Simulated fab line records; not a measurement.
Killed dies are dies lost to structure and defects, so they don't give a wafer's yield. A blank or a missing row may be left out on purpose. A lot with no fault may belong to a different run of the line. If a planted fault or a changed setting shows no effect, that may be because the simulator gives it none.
2 desks, one fault ; flow sky130 ; every desk sees just its own numbers, and what lay behind them comes last

== THE METROLOGY DESK ==
Lot by lot, what the gauges showed, no matter which tool ran the lot: averages of those sampled wafers that carry a number. A lot is out of limits, marked OUT, if its mean lies more than 4 standard deviations from the usual mean; the brackets give that distance.
Columns: A = VIA1_W_RS at SKY_VIA1_RS_MEAS_22, usual 0.433 ohm/sq; B = VIA1_W_THK at SKY_VIA1_THK_MEAS_23, usual 270 nm
lot;first seen here;A;B
L271;day 34 21:46;0.436;267
L276;day 36 12:49;0.433;270
L285;day 39 11:24;0.429;273
L288;day 40 03:13;0.433;270
L289;day 40 12:20;0.440;267
This desk found nothing out of limits on any of the 5 lots.

== THE TOOL OWNER'S DESK: pvdSputter-02 ==
At SKY_METAL2_SPUTTER_01 (material TiN, target thk 20 nm, time 16.7 s) the tool's own readings: per lot run on this tool, the mean of the sampled wafers that have a number. A lot is out of limits, marked OUT, if its mean lies more than 4 standard deviations from the usual mean; the brackets give that distance.
Columns: A = throttleValvePct at SKY_METAL2_SPUTTER_01, usual 30.4 %
lot;first seen here;A
L271;day 34 22:23;31.8
L276;day 36 13:19;30.6
L288;day 40 03:43;31.6
L289;day 40 12:49;30.9
This desk found nothing out of limits on any of the 4 lots.

== PUT TOGETHER ==
Nothing out of limits was seen by the metrology desk.
Nothing out of limits was seen by the tool owner's desk.

== WHAT THE SIMULATOR PUT IN ==
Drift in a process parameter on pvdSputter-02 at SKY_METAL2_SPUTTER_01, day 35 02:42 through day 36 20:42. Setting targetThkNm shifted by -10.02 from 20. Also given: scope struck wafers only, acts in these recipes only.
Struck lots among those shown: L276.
